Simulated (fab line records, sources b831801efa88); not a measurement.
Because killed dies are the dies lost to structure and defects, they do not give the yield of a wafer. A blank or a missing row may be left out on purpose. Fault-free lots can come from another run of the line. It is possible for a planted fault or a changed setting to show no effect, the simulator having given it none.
fab line records + flow sky130 + part 1 of 2: steps 1 to 43 of 44
[record]
- lots = 6
- wafers = 18
- last_day = 50
route steps=708 shown VIA3@588 METAL4@598 CAP2M@603 PAD_OPEN@708
lots that met no fault: taken from a fault-free run of the same line
start_h: hours from the record's opening day to when the first of the lot's shown wafers began + wait_h: hours elapsed since this lot's preceding step + " as in the row above + L1.1+2: a single row standing in for several wafers + - no value, or no start given + * or withheld: withheld + < > ~ a bound
route shown NAME@n: NAME is a module with steps in the file, n the number in the route of the first one + usual: mean and standard deviation over wafers with no fault + same: alike in all rows + chamber/n: place in a boat + sites: readings site by site + _std_site: standard deviation of those values + _edge_site: the outer-site mean with the inner-site mean subtracted + radius_mm: how far each site lies from the wafer's centre + mask NAME#n: copy n + behind: tool/chamber where the wafer was last shaped + hold: why the lot went on hold/how many hours it stayed there/how the hold came to an end + device: the n, p or np transistor that did not switch + end of line: the same wafers' tests at the end of the route + a step without rows: its recipe alone + killed: not the wafer's yield, but the dies lost to structure and defects at the first sort + map: a wafer's dies, marking killed ones x, the rest . and places with no die _
set.NAME: the setting the step ran with; set.NAME@STEP: the setting that earlier step ran with + model.NAME: the simulator's own value behind a step, which no gauge read
lots seen at some steps along the route; tables by step, rows by wafer
services: the hour from which a tool's chamber was out of use, counted from the record's first day as start_h (under 0 if before that day), plus the number of hours and why
[[steps]]
[step SKY_VIA3_ETCH_15]
[recipe]
- target = SiO2
- chemistry = C4F8/O2/Ar
- target_depth_nm = 507
- stop_on = TiN
- mask_material = KrF-thick
- source_w = 1500
- bias_w = 1173
- pressure_mtorr = 40
- c4f8_flow_sccm = withheld
- O2_flow_sccm = 6
- Ar_flow_sccm = 300
- time_s = 78
[step SKY_VIA3_STRIP_16]
[recipe]
- chemistry = O2/N2
- power_w = 1400
- pressure_mtorr = 1500
- platen_temp_c = withheld
- o2_flow_sccm = 3000
- n2_flow_sccm = 300
- overash_fraction = 0.5
[step SKY_VIA3_STRIP_17]
[recipe]
- chemistry = post_etch_residue_remover
- time_s = 1200
- temp_c = 72.5
[step SKY_VIA3_CLEAN_18]
[recipe]
- chemistry = IPA
- time_s = 180
- temp_c = 25
[step SKY_VIA3_CLEAN_19]
[recipe]
- chemistry = O3/DIW
- dry = n2_spin
[step SKY_VIA3_SPUTTER_20]
[recipe]
- material = TiN
- target_thk_nm = 20
- chamber_pressure_pa = 5
- power_w = 4000
- time_s = 80
[usual]
- throttle_valve_pct = 29.9/0.65
| lot.wafer | tool           | chamber | start_h | wait_h | throttle_valve_pct |
|-----------|----------------|---------|---------|--------|--------------------|
| L131.1    | pvd_sputter-04 | -       | 968.76  | 0.0    | 29.6               |
| L131.4    | "              | -       | "       | "      | 29.3               |
| L131.6    | "              | -       | "       | "      | 29.2               |
| L132.1    | pvd_sputter-02 | -       | 977.85  | 0.0    | 30.0               |
| L132.4    | "              | -       | "       | "      | 30.4               |
| L132.6    | "              | -       | "       | "      | 30.7               |
| L134.1    | pvd_sputter-02 | -       | 983.88  | 0.0    | 30.3               |
| L134.2    | "              | -       | "       | "      | 30.9               |
| L134.6    | "              | -       | "       | "      | 30.4               |
| L140.2    | pvd_sputter-02 | -       | 1024.50 | 0.0    | 30.1               |
| L140.4    | "              | -       | "       | "      | 30.3               |
| L140.6    | "              | -       | "       | "      | 30.4               |
| L141.2    | pvd_sputter-03 | -       | 1031.18 | 0.0    | 29.8               |
| L141.4    | "              | -       | "       | "      | 29.8               |
| L141.5    | "              | -       | "       | "      | 29.3               |
| L148.1    | pvd_sputter-02 | -       | 1068.15 | 0.0    | 30.2               |
| L148.4    | "              | -       | "       | "      | 30.7               |
| L148.6    | "              | -       | "       | "      | 30.4               |
[step SKY_VIA3_CVD_21]
[recipe]
- material = W
- target_thk_nm = 390
- time_s = 117.31
- temp_c = 400
- pressure_torr = 40
[step SKY_VIA3_RS_MEAS_22]
[recipe]
- thk_meas_gauge = four-point-probe
- reads = W_of_VIA3_CVD_21+TiN_of_VIA3_SPUTTER_20
[usual]
- VIA3_W_RS = 0.292/0.0061
| lot.wafer | tool          | chamber | start_h | wait_h | VIA3_W_RS[ohm/sq] |
|-----------|---------------|---------|---------|--------|-------------------|
| L131.1    | film_metro-01 | -       | 968.94  | 0.1    | 0.293             |
| L131.4    | "             | -       | "       | "      | 0.285             |
| L131.6    | "             | -       | "       | "      | 0.283             |
| L132.1    | film_metro-03 | -       | 978.03  | 0.1    | 0.284             |
| L132.4    | "             | -       | "       | "      | 0.281             |
| L132.6    | "             | -       | "       | "      | 0.292             |
| L134.1    | film_metro-04 | -       | 984.07  | 0.1    | 0.282             |
| L134.2    | "             | -       | "       | "      | 0.291             |
| L134.6    | "             | -       | "       | "      | 0.284             |
| L140.2    | film_metro-01 | -       | 1024.70 | 0.1    | 0.288             |
| L140.4    | "             | -       | "       | "      | 0.286             |
| L140.6    | "             | -       | "       | "      | 0.288             |
| L141.2    | film_metro-03 | -       | 1031.38 | 0.1    | 0.302             |
| L141.4    | "             | -       | "       | "      | 0.301             |
| L141.5    | "             | -       | "       | "      | 0.300             |
| L148.1    | film_metro-03 | -       | 1068.34 | 0.1    | 0.290             |
| L148.4    | "             | -       | "       | "      | 0.288             |
| L148.6    | "             | -       | "       | "      | 0.291             |
[step SKY_VIA3_THK_MEAS_23]
[recipe]
- thk_meas_gauge = xrf
- reads = W_of_VIA3_CVD_21
[usual]
- VIA3_W_THK = 386/7.3
| lot.wafer | tool          | chamber | start_h | wait_h | VIA3_W_THK[nm] |
|-----------|---------------|---------|---------|--------|----------------|
| L131.1    | film_metro-01 | -       | 969.06  | 0.1    | 380            |
| L131.4    | "             | -       | "       | "      | 394            |
| L131.6    | "             | -       | "       | "      | 393            |
| L132.1    | film_metro-03 | -       | 978.15  | 0.1    | 400            |
| L132.4    | "             | -       | "       | "      | 404            |
| L132.6    | "             | -       | "       | "      | 389            |
| L134.1    | film_metro-04 | -       | 984.19  | 0.1    | 397            |
| L134.2    | "             | -       | "       | "      | 385            |
| L134.6    | "             | -       | "       | "      | 397            |
| L140.2    | film_metro-01 | -       | 1024.81 | 0.1    | 387            |
| L140.4    | "             | -       | "       | "      | 393            |
| L140.6    | "             | -       | "       | "      | 388            |
| L141.2    | film_metro-03 | -       | 1031.49 | 0.1    | 380            |
| L141.4    | "             | -       | "       | "      | 376            |
| L141.5    | "             | -       | "       | "      | 381            |
| L148.1    | film_metro-03 | -       | 1068.46 | 0.1    | 388            |
| L148.4    | "             | -       | "       | "      | 392            |
| L148.6    | "             | -       | "       | "      | 390            |
[step SKY_VIA3_CMP_24]
[recipe]
- stop_on = SiO2
- t_overpolish_s = 20
- down_force_psi = 3.5
- platen_rpm = 61.08
- target_thk_nm = 0
- pad_velocity_m_s = 0.94248
[step SKY_METAL4_SPUTTER_00]
[recipe]
- material = Ti
- target_thk_nm = 15
- power_w = 3000
- time_s = 10
- chamber_pressure_pa = 0.4
[step SKY_METAL4_SPUTTER_01]
[recipe]
- material = TiN
- target_thk_nm = 20
- power_w = 6500
- time_s = 16.7
- chamber_pressure_pa = 0.4
[step SKY_METAL4_SPUTTER_02]
[recipe]
- material = AlCu
- target_thk_nm = 735
- power_w = 10600
- time_s = 39.1
- chamber_pressure_pa = 0.4
[usual]
- throttle_valve_pct = 29.5/0.69
| lot.wafer | tool           | chamber | start_h | wait_h | throttle_valve_pct | model.AlCu_of_METAL4_SPUTTER_02.thk_nm |
|-----------|----------------|---------|---------|--------|--------------------|----------------------------------------|
| L131.1    | pvd_sputter-01 | -       | 969.47  | 0.0    | 31.2               | 723.1                                  |
| L131.4    | "              | -       | "       | "      | 29.0               | 724.5                                  |
| L131.6    | "              | -       | "       | "      | 28.9               | 729.6                                  |
| L132.1    | pvd_sputter-04 | -       | 978.56  | 0.0    | 29.4               | 740                                    |
| L132.4    | "              | -       | "       | "      | 29.1               | 735.1                                  |
| L132.6    | "              | -       | "       | "      | 29.5               | 737                                    |
| L134.1    | pvd_sputter-03 | -       | 984.60  | 0.0    | 29.1               | 732                                    |
| L134.2    | "              | -       | "       | "      | 29.9               | 728.8                                  |
| L134.6    | "              | -       | "       | "      | 30.0               | 737.2                                  |
| L140.2    | pvd_sputter-04 | -       | 1025.21 | 0.0    | 29.0               | 739.5                                  |
| L140.4    | "              | -       | "       | "      | 29.5               | 877.7                                  |
| L140.6    | "              | -       | "       | "      | 29.5               | 728.5                                  |
| L141.2    | pvd_sputter-04 | -       | 1031.89 | 0.0    | 29.4               | 873.6                                  |
| L141.4    | "              | -       | "       | "      | 29.7               | 726.4                                  |
| L141.5    | "              | -       | "       | "      | 29.3               | 729.6                                  |
| L148.1    | pvd_sputter-03 | -       | 1068.87 | 0.0    | 28.7               | 745.7                                  |
| L148.4    | "              | -       | "       | "      | 29.6               | 734.6                                  |
| L148.6    | "              | -       | "       | "      | 29.8               | 731.2                                  |
[step SKY_METAL4_SPUTTER_03]
[recipe]
- material = Ti
- target_thk_nm = 5
- power_w = 3000
- time_s = 3.3
- chamber_pressure_pa = 0.4
[usual]
- throttle_valve_pct = 29.5/0.69
| lot.wafer | tool           | chamber | start_h | wait_h | throttle_valve_pct |
|-----------|----------------|---------|---------|--------|--------------------|
| L131.1    | pvd_sputter-01 | -       | 969.51  | 0.0    | 31.1               |
| L131.4    | "              | -       | "       | "      | 29.0               |
| L131.6    | "              | -       | "       | "      | 29.1               |
| L132.1    | pvd_sputter-04 | -       | 978.60  | 0.0    | 29.3               |
| L132.4    | "              | -       | "       | "      | 29.3               |
| L132.6    | "              | -       | "       | "      | 29.2               |
| L134.1    | pvd_sputter-03 | -       | 984.63  | 0.0    | 28.8               |
| L134.2    | "              | -       | "       | "      | 29.9               |
| L134.6    | "              | -       | "       | "      | 29.6               |
| L140.2    | pvd_sputter-04 | -       | 1025.25 | 0.0    | 29.0               |
| L140.4    | "              | -       | "       | "      | 29.3               |
| L140.6    | "              | -       | "       | "      | 29.3               |
| L141.2    | pvd_sputter-04 | -       | 1031.93 | 0.0    | 29.2               |
| L141.4    | "              | -       | "       | "      | 29.5               |
| L141.5    | "              | -       | "       | "      | 28.6               |
| L148.1    | pvd_sputter-03 | -       | 1068.90 | 0.0    | 29.3               |
| L148.4    | "              | -       | "       | "      | 29.6               |
| L148.6    | "              | -       | "       | "      | 29.8               |
[step SKY_METAL4_SPUTTER_04]
[recipe]
- material = TiN
- target_thk_nm = 70
- power_w = 6500
- time_s = 58.3
- chamber_pressure_pa = 0.4
[usual]
- throttle_valve_pct = 29.5/0.68
| lot.wafer | tool           | chamber | start_h | wait_h | throttle_valve_pct |
|-----------|----------------|---------|---------|--------|--------------------|
| L131.1    | pvd_sputter-01 | -       | 969.53  | 0.0    | 30.8               |
| L131.4    | "              | -       | "       | "      | 29.0               |
| L131.6    | "              | -       | "       | "      | 29.2               |
| L132.1    | pvd_sputter-04 | -       | 978.61  | 0.0    | 29.1               |
| L132.4    | "              | -       | "       | "      | 29.2               |
| L132.6    | "              | -       | "       | "      | 29.3               |
| L134.1    | pvd_sputter-03 | -       | 984.65  | 0.0    | 29.0               |
| L134.2    | "              | -       | "       | "      | 29.6               |
| L134.6    | "              | -       | "       | "      | 29.8               |
| L140.2    | pvd_sputter-04 | -       | 1025.27 | 0.0    | 29.1               |
| L140.4    | "              | -       | "       | "      | 29.1               |
| L140.6    | "              | -       | "       | "      | 29.3               |
| L141.2    | pvd_sputter-04 | -       | 1031.95 | 0.0    | 29.2               |
| L141.4    | "              | -       | "       | "      | 29.5               |
| L141.5    | "              | -       | "       | "      | 29.0               |
| L148.1    | pvd_sputter-03 | -       | 1068.92 | 0.0    | 29.0               |
| L148.4    | "              | -       | "       | "      | 29.7               |
| L148.6    | "              | -       | "       | "      | 29.8               |
[step SKY_CAP2M_CVD_00]
[recipe]
- material = SiO2
- target_thk_nm = 15.5
- temp_c = 400
- time_s = withheld
- rf_w = 450
[step SKY_CAP2M_THK_MEAS_01]
[recipe]
- reads = SiO2_of_CAP2M_CVD_00
[usual]
- CAP2M_CVD_00_THK = 15.40/0.24
| lot.wafer | tool          | chamber | start_h | wait_h | CAP2M_CVD_00_THK[nm] |
|-----------|---------------|---------|---------|--------|----------------------|
| L131.1    | film_metro-02 | -       | 969.60  | -      | 15.43                |
| L131.4    | "             | -       | "       | "      | 15.64                |
| L131.6    | "             | -       | "       | "      | 15.65                |
| L132.1    | film_metro-03 | -       | 978.68  | -      | 15.18                |
| L132.4    | "             | -       | "       | "      | 15.37                |
| L132.6    | "             | -       | "       | "      | 15.34                |
| L134.1    | film_metro-04 | -       | 984.72  | -      | 15.48                |
| L134.2    | "             | -       | "       | "      | 15.15                |
| L134.6    | "             | -       | "       | "      | 15.49                |
| L140.2    | film_metro-04 | -       | 1025.35 | -      | 15.42                |
| L140.4    | "             | -       | "       | "      | 15.51                |
| L140.6    | "             | -       | "       | "      | 15.56                |
| L141.2    | film_metro-04 | -       | 1032.03 | -      | 14.85                |
| L141.4    | "             | -       | "       | "      | 15.14                |
| L141.5    | "             | -       | "       | "      | 15.25                |
| L148.1    | film_metro-03 | -       | 1068.99 | -      | 15.43                |
| L148.4    | "             | -       | "       | "      | 15.61                |
| L148.6    | "             | -       | "       | "      | 15.78                |
[step SKY_CAP2M_SPUTTER_02]
[recipe]
- material = TiN
- target_thk_nm = 200
- temp_c = 300
- power_w = 6500
- time_s = 166.7
- chamber_pressure_pa = 0.4
[step SKY_CAP2M_RS_MEAS_03]
[recipe]
- thk_meas_gauge = four-point-probe
- reads = TiN_of_CAP2M_SPUTTER_02
[usual]
- CAP2M_TIN_RS = 6.93/0.1
| lot.wafer | tool          | chamber | start_h | wait_h | CAP2M_TIN_RS[ohm/sq] |
|-----------|---------------|---------|---------|--------|----------------------|
| L131.1    | film_metro-03 | -       | 969.77  | 0.1    | 6.69                 |
| L131.4    | "             | -       | "       | "      | 7.05                 |
| L131.6    | "             | -       | "       | "      | 7.03                 |
| L132.1    | film_metro-02 | -       | 978.85  | 0.1    | 7.10                 |
| L132.4    | "             | -       | "       | "      | 7.05                 |
| L132.6    | "             | -       | "       | "      | 7.01                 |
| L134.1    | film_metro-04 | -       | 984.89  | 0.1    | 6.98                 |
| L134.2    | "             | -       | "       | "      | 6.84                 |
| L134.6    | "             | -       | "       | "      | 6.85                 |
| L140.2    | film_metro-03 | -       | 1025.53 | 0.1    | 6.95                 |
| L140.4    | "             | -       | "       | "      | 7.14                 |
| L140.6    | "             | -       | "       | "      | 7.07                 |
| L141.2    | film_metro-04 | -       | 1032.21 | 0.1    | 7.11                 |
| L141.4    | "             | -       | "       | "      | 6.99                 |
| L141.5    | "             | -       | "       | "      | 6.92                 |
| L148.1    | film_metro-02 | -       | 1069.16 | 0.1    | 7.02                 |
| L148.4    | "             | -       | "       | "      | 7.06                 |
| L148.6    | "             | -       | "       | "      | 7.01                 |
[step SKY_CAP2M_THK_MEAS_04]
[recipe]
- thk_meas_gauge = xrf
- reads = TiN_of_CAP2M_SPUTTER_02
[usual]
- CAP2M_TIN_THK = 198.5/2.9
| lot.wafer | tool          | chamber | start_h | wait_h | CAP2M_TIN_THK[nm] |
|-----------|---------------|---------|---------|--------|-------------------|
| L131.1    | film_metro-03 | -       | 969.89  | 0.1    | 206.9             |
| L131.4    | "             | -       | "       | "      | 197.0             |
| L131.6    | "             | -       | "       | "      | 197.1             |
| L132.1    | film_metro-02 | -       | 978.97  | 0.1    | 193.4             |
| L132.4    | "             | -       | "       | "      | 195.5             |
| L132.6    | "             | -       | "       | "      | 196.7             |
| L134.1    | film_metro-04 | -       | 985.01  | 0.1    | 197.8             |
| L134.2    | "             | -       | "       | "      | 200.3             |
| L134.6    | "             | -       | "       | "      | 200.6             |
| L140.2    | film_metro-03 | -       | 1025.64 | 0.1    | 199.6             |
| L140.4    | "             | -       | "       | "      | 194.8             |
| L140.6    | "             | -       | "       | "      | 195.6             |
| L141.2    | film_metro-04 | -       | 1032.32 | 0.1    | 193.8             |
| L141.4    | "             | -       | "       | "      | 196.7             |
| L141.5    | "             | -       | "       | "      | 198.9             |
| L148.1    | film_metro-02 | -       | 1069.28 | 0.1    | 194.9             |
| L148.4    | "             | -       | "       | "      | 193.9             |
| L148.6    | "             | -       | "       | "      | 195.7             |
[step SKY_CAP2M_DEHYDRATE_05]
[recipe]
- temp_c = 200
- time_s = 60
[step SKY_CAP2M_HMDS_06]
[recipe]
- prime_time_s = 60
- prime_temp_c = 120
[step SKY_CAP2M_COAT_07]
[recipe]
- resist = NOVOLAK
- spin_rpm = 3000
- resist_thk_nm = 1140
[step SKY_CAP2M_SOFTBAKE_08]
[recipe]
- temp_c = 90
- time_s = 60
- resist = NOVOLAK
[step SKY_CAP2M_EXPOSE_09]
[recipe]
- mask_id = CAP2M
- na = 0.6
- source_shape = conventional
- sigma_outer = 0.6
- polarization = unpolarized
- target_cd_nm = 1000
- dose_mj = 159
[step SKY_CAP2M_PEB_10]
[recipe]
- temp_c = withheld
- time_s = *
- resist = NOVOLAK
[step SKY_CAP2M_DEVELOP_11]
[recipe]
- resist = NOVOLAK
- developer = TMAH
- develop_time_s = 60
- dev_temp_c = 23
[step SKY_CAP2M_OVL_MEAS_12]
[usual]
- CAP2M_OVL = -0.4/1.7
| lot.wafer | tool       | chamber | start_h | wait_h | CAP2M_OVL[nm] |
|-----------|------------|---------|---------|--------|---------------|
| L131.1    | overlay-02 | -       | 993.98  | 0.1    | -0.8          |
| L131.4    | "          | -       | "       | "      | -1.3          |
| L131.6    | "          | -       | "       | "      | -1.7          |
| L132.1    | overlay-02 | -       | 1002.65 | 0.1    | -4.8          |
| L132.4    | "          | -       | "       | "      | -2.7          |
| L132.6    | "          | -       | "       | "      | -4.3          |
| L134.1    | overlay-01 | -       | 1007.80 | 0.1    | -1.3          |
| L134.2    | "          | -       | "       | "      | -0.5          |
| L134.6    | "          | -       | "       | "      | -0.6          |
| L140.2    | overlay-02 | -       | 1047.51 | 0.1    | -0.8          |
| L140.4    | "          | -       | "       | "      | -0.7          |
| L140.6    | "          | -       | "       | "      | -1.0          |
| L141.2    | overlay-01 | -       | 1054.84 | 0.1    | -0.6          |
| L141.4    | "          | -       | "       | "      | -1.2          |
| L141.5    | "          | -       | "       | "      | -1.0          |
| L148.1    | overlay-02 | -       | 1090.20 | 0.1    | -2.2          |
| L148.4    | "          | -       | "       | "      | -1.9          |
| L148.6    | "          | -       | "       | "      | -1.8          |
[step SKY_CAP2M_METAL_ETCH_13]
[recipe]
- target_depth_nm = 220
- stop_on = SiO2
- chemistry = Cl2/BCl3
- target = TiN
- pressure_mtorr = 10
- icp_w = 900
- bias_w = 48.5
- Cl2_flow_sccm = 60
- bcl3_flow_sccm = 30
- time_s = 62.9
[usual]
- chamber_pressure_mTorr = 10.001/0.0092
- drypump_motor_current_A = 6.0/0.34
- oes_product_au = 0.940/0.0091
- throttle_valve_pct = 21.903/0.011
| lot.wafer | tool         | chamber | start_h | wait_h | chamber_pressure_mTorr | drypump_motor_current_A | oes_product_au | rf_hours_counter_h | throttle_valve_pct |
|-----------|--------------|---------|---------|--------|------------------------|-------------------------|----------------|--------------------|--------------------|
| L131.1    | rie_metal-02 | 0       | 994.01  | 0.0    | 9.999                  | 6.6                     | 0.964          | 8                  | 21.893             |
| L131.4    | "            | 1       | "       | "      | 10.028                 | 5.8                     | 0.923          | -                  | 21.919             |
| L131.6    | "            | 0       | "       | "      | 10.007                 | 6.6                     | 0.926          | -                  | 21.902             |
| L132.1    | rie_metal-02 | 0       | 1002.69 | 0.0    | 10.000                 | 6.6                     | 0.940          | 8                  | 21.929             |
| L132.4    | "            | 0       | "       | "      | 10.012                 | 6.6                     | 0.925          | -                  | 21.909             |
| L132.6    | "            | 1       | "       | "      | 10.000                 | 5.8                     | 0.930          | -                  | 21.914             |
| L134.1    | rie_metal-02 | 1       | 1007.84 | 0.0    | 10.002                 | 5.8                     | 0.931          | 2                  | 21.908             |
| L134.2    | "            | 0       | "       | "      | 10.005                 | 6.6                     | 0.944          | 9                  | 21.897             |
| L134.6    | "            | 0       | "       | "      | 10.008                 | 6.6                     | 0.946          | -                  | 21.890             |
| L140.2    | rie_metal-03 | 0       | 1047.54 | 0.0    | 9.995                  | 5.7                     | 0.938          | 11                 | 21.899             |
| L140.4    | "            | 1       | "       | "      | 9.991                  | 6.2                     | 0.926          | -                  | 21.927             |
| L140.6    | "            | 0       | "       | "      | 10.009                 | 5.6                     | 0.930          | -                  | 21.909             |
| L141.2    | rie_metal-03 | 0       | 1054.87 | 0.0    | 9.998                  | 5.6                     | 0.933          | 11                 | 21.919             |
| L141.4    | "            | 0       | "       | "      | 10.012                 | 5.7                     | 0.933          | -                  | 21.901             |
| L141.5    | "            | 0       | "       | "      | 9.990                  | 5.6                     | 0.940          | -                  | 21.899             |
| L148.1    | rie_metal-03 | 1       | 1090.23 | 0.0    | 10.000                 | 6.2                     | 0.931          | 19                 | 21.911             |
| L148.4    | "            | 1       | "       | "      | 10.002                 | 6.1                     | 0.921          | -                  | 21.911             |
| L148.6    | "            | 1       | "       | "      | 10.002                 | 6.2                     | 0.930          | -                  | 21.898             |
[step SKY_CAP2M_STRIP_14]
[recipe]
- chemistry = O2/N2
- power_w = 1400
- pressure_mtorr = 1500
- platen_temp_c = withheld
- o2_flow_sccm = 3000
- n2_flow_sccm = 300
- overash_fraction = 0.5
[usual]
- chamber_pressure_mTorr = 1499.8/1.6
- drypump_motor_current_A = 5.8/0.33
- oes_product_au = 0.711/0.0045
- strip_time_to_endpoint_s = 12.63/0.055
| lot.wafer | tool            | chamber | start_h | wait_h | chamber_pressure_mTorr | drypump_motor_current_A | oes_product_au | rf_hours_counter_h | strip_time_to_endpoint_s |
|-----------|-----------------|---------|---------|--------|------------------------|-------------------------|----------------|--------------------|--------------------------|
| L131.1    | plasma_asher-01 | 0       | 994.09  | 0.1    | 1498.5                 | 6.3                     | 0.716          | 27                 | 12.63                    |
| L131.4    | "               | 0       | "       | "      | 1499.5                 | 6.4                     | 0.705          | -                  | 12.68                    |
| L131.6    | "               | 0       | "       | "      | 1499.5                 | 6.4                     | 0.711          | -                  | 12.62                    |
| L132.1    | plasma_asher-01 | 1       | 1002.77 | 0.1    | 1498.4                 | 5.4                     | 0.707          | 27                 | 12.65                    |
| L132.4    | "               | 1       | "       | "      | 1496.5                 | 5.4                     | 0.707          | -                  | 12.57                    |
| L132.6    | "               | 1       | "       | "      | 1501.3                 | 5.4                     | 0.710          | -                  | 12.69                    |
| L134.1    | plasma_asher-02 | 1       | 1007.92 | 0.1    | 1501.6                 | 5.8                     | 0.716          | 48                 | 12.60                    |
| L134.2    | "               | 0       | "       | "      | 1498.4                 | 5.6                     | 0.702          | 48                 | 12.59                    |
| L134.6    | "               | 1       | "       | "      | 1501.5                 | 5.8                     | 0.716          | -                  | 12.64                    |
| L140.2    | plasma_asher-01 | 0       | 1047.62 | 0.1    | 1498.2                 | 6.4                     | 0.707          | 31                 | 12.71                    |
| L140.4    | "               | 0       | "       | "      | 1499.1                 | 6.4                     | 0.708          | -                  | 12.67                    |
| L140.6    | "               | 1       | "       | "      | 1500.6                 | 5.4                     | 0.709          | -                  | 12.73                    |
| L141.2    | plasma_asher-01 | 0       | 1054.94 | 0.1    | 1498.1                 | 6.3                     | 0.720          | 32                 | 12.63                    |
| L141.4    | "               | 1       | "       | "      | 1498.9                 | 5.4                     | 0.705          | -                  | 12.68                    |
| L141.5    | "               | 1       | "       | "      | 1501.2                 | 5.4                     | 0.707          | -                  | 12.64                    |
| L148.1    | plasma_asher-02 | 1       | 1090.31 | 0.1    | 1500.5                 | 5.8                     | 0.712          | 57                 | 12.64                    |
| L148.4    | "               | 0       | "       | "      | 1499.6                 | 5.6                     | 0.719          | -                  | 12.68                    |
| L148.6    | "               | 1       | "       | "      | 1498.9                 | 5.8                     | 0.714          | -                  | 12.67                    |
[step SKY_CAP2M_STRIP_15]
[recipe]
- chemistry = post_etch_residue_remover
- time_s = 1200
- temp_c = 72.5
[step SKY_CAP2M_CLEAN_16]
[recipe]
- chemistry = IPA
- time_s = 180
- temp_c = 25
[step SKY_CAP2M_CLEAN_17]
[recipe]
- chemistry = O3/DIW
- dry = n2_spin
[step SKY_METAL4_DEHYDRATE_05]
[recipe]
- temp_c = 200
- time_s = 60
[step SKY_METAL4_HMDS_06]
[recipe]
- prime_time_s = 60
- prime_temp_c = 120
[step SKY_METAL4_COAT_07]
[recipe]
- resist = BARC
- temp_c = withheld
- time_s = withheld
- spin_rpm = 3000
- resist_thk_nm = 60
[step SKY_METAL4_COAT_08]
[recipe]
- resist = KrF-thick
- spin_rpm = 3000
- resist_thk_nm = 1140
[step SKY_METAL4_SOFTBAKE_09]
[recipe]
- temp_c = 100
- time_s = 90
- resist = KrF-thick
[step SKY_METAL4_EXPOSE_10]
[recipe]
- mask_id = MM4
- na = 0.68
- source_shape = annular
- sigma_inner = 0.4
- sigma_outer = 0.8
- target_cd_nm = 300
- dose_mj = 28.53
[step SKY_METAL4_PEB_11]
[recipe]
- peb_temp_c = withheld
- peb_time_s = withheld
- resist = KrF-thick
[step SKY_METAL4_DEVELOP_12]
[recipe]
- develop_time_s = 60
- resist = KrF-thick
- dev_temp_c = 21
[step SKY_METAL4_CD_MEAS_13]
[recipe]
- target_cd_nm = 300
[usual]
- cd_nm = 300.1/1.6
| lot.wafer | tool      | chamber | start_h | wait_h | cd_nm |
|-----------|-----------|---------|---------|--------|-------|
| L131.1    | cd_sem-02 | -       | 1018.28 | -      | 301.3 |
| L131.4    | "         | -       | "       | "      | 299.9 |
| L131.6    | "         | -       | "       | "      | 301.2 |
| L132.1    | cd_sem-01 | -       | 1027.93 | -      | 300.1 |
| L132.4    | "         | -       | "       | "      | 300.1 |
| L132.6    | "         | -       | "       | "      | 300.9 |
| L134.1    | cd_sem-02 | -       | 1031.33 | -      | 297.5 |
| L134.2    | "         | -       | "       | "      | 298.5 |
| L134.6    | "         | -       | "       | "      | 299.0 |
| L140.2    | cd_sem-02 | -       | 1069.10 | -      | 302.0 |
| L140.4    | "         | -       | "       | "      | 302.1 |
| L140.6    | "         | -       | "       | "      | 302.0 |
| L141.2    | cd_sem-02 | -       | 1077.45 | -      | 302.4 |
| L141.4    | "         | -       | "       | "      | 301.2 |
| L141.5    | "         | -       | "       | "      | 301.5 |
| L148.1    | cd_sem-01 | -       | 1111.73 | -      | 303.7 |
| L148.4    | "         | -       | "       | "      | 303.4 |
| L148.6    | "         | -       | "       | "      | 302.6 |
[step SKY_METAL4_METAL_ETCH_18]
[recipe]
- target_depth_a = 8450
- stop_on = SiO2
- over_etch_frac = 0.3
- time_s = 183.1
- chemistry = Cl2/BCl3
- resist_sidewall_deg = 88
- pressure_mtorr = 10
- icp_w = 900
- bias_w = 48.5
- Cl2_flow_sccm = 60
- bcl3_flow_sccm = 30
[usual]
- chamber_pressure_mTorr = 10.000/0.0093
- drypump_motor_current_A = 5.7/0.5
- oes_product_au = 0.868/0.0067
- throttle_valve_pct = 22.264/0.0093
| lot.wafer | tool         | chamber | start_h | wait_h | chamber_pressure_mTorr | drypump_motor_current_A | oes_product_au | rf_hours_counter_h | throttle_valve_pct |
|-----------|--------------|---------|---------|--------|------------------------|-------------------------|----------------|--------------------|--------------------|
| L131.1    | rie_metal-04 | 0       | 1018.58 | 0.0    | 10.004                 | 5.0                     | 0.858          | 14                 | 22.269             |
| L131.4    | "            | 1       | "       | "      | 10.004                 | 5.1                     | 0.865          | -                  | 22.262             |
| L131.6    | "            | 0       | "       | "      | 10.015                 | 5.1                     | 0.859          | -                  | 22.256             |
| L132.1    | rie_metal-04 | 1       | 1028.24 | 0.0    | 10.003                 | 5.1                     | 0.871          | 2                  | 22.255             |
| L132.4    | "            | 1       | "       | "      | 10.009                 | 5.1                     | 0.868          | -                  | 22.242             |
| L132.6    | "            | 1       | "       | "      | 9.994                  | 5.1                     | 0.867          | -                  | 22.262             |
| L134.1    | rie_metal-01 | 0       | 1031.64 | 0.0    | 10.005                 | 6.0                     | 0.861          | 22                 | 22.282             |
| L134.2    | "            | 1       | "       | "      | 10.012                 | 6.0                     | 0.862          | 16                 | 22.252             |
| L134.6    | "            | 1       | "       | "      | 9.997                  | 5.9                     | 0.870          | -                  | 22.268             |
| L140.2    | rie_metal-01 | 0       | 1069.38 | 0.0    | 9.996                  | 6.0                     | 0.873          | 24                 | 22.250             |
| L140.4    | "            | 0       | "       | "      | 10.002                 | 6.0                     | 0.954          | -                  | 22.259             |
| L140.6    | "            | 0       | "       | "      | 9.999                  | 6.0                     | 0.857          | -                  | 22.265             |
| L141.2    | rie_metal-04 | 1       | 1077.74 | 0.0    | 9.998                  | 5.1                     | 0.946          | 6                  | 22.255             |
| L141.4    | "            | 0       | "       | "      | 9.993                  | 5.1                     | 0.865          | -                  | 22.261             |
| L141.5    | "            | 1       | "       | "      | 9.985                  | 5.1                     | 0.861          | -                  | 22.251             |
| L148.1    | rie_metal-04 | 0       | 1112.03 | 0.0    | 9.988                  | 5.1                     | 0.876          | 22                 | 22.251             |
| L148.4    | "            | 0       | "       | "      | 9.990                  | 5.0                     | 0.869          | -                  | 22.235             |
| L148.6    | "            | 1       | "       | "      | 10.005                 | 5.2                     | 0.867          | -                  | 22.267             |
[[key]]
[first_sign]
- step = SKY_METAL4_METAL_ETCH_18
- reading = oes_product_au
- direction = up
- sigmas = 12
- usual = 0.868
- struck = 0.950
effect none on later readings
[model_effect]
- step = SKY_METAL4_SPUTTER_02
- value = AlCu_of_METAL4_SPUTTER_02.thk_nm
- without = 741.7
- struck = 875.6
[model_effect]
- step = SKY_PAD_OPEN_PROBE_99
- value = etest.met4.line_ohm_um
- without = 0.1397
- struck = 0.1181
met_at SKY_METAL4_SPUTTER_02
struck_wafers L140.4,L141.2
onset_between 978.56 1025.21
[fault]
- kind = process_parameter_drift
- tool = pvd_sputter-04
- chamber = -
- onset_h = 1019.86
- steps = SKY_METAL4_SPUTTER_02
- channel = time_s
- offset = *
- shape = step
- end_h = 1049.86
- acts_in = *
- stated = *
- scope = struck_wafers_only
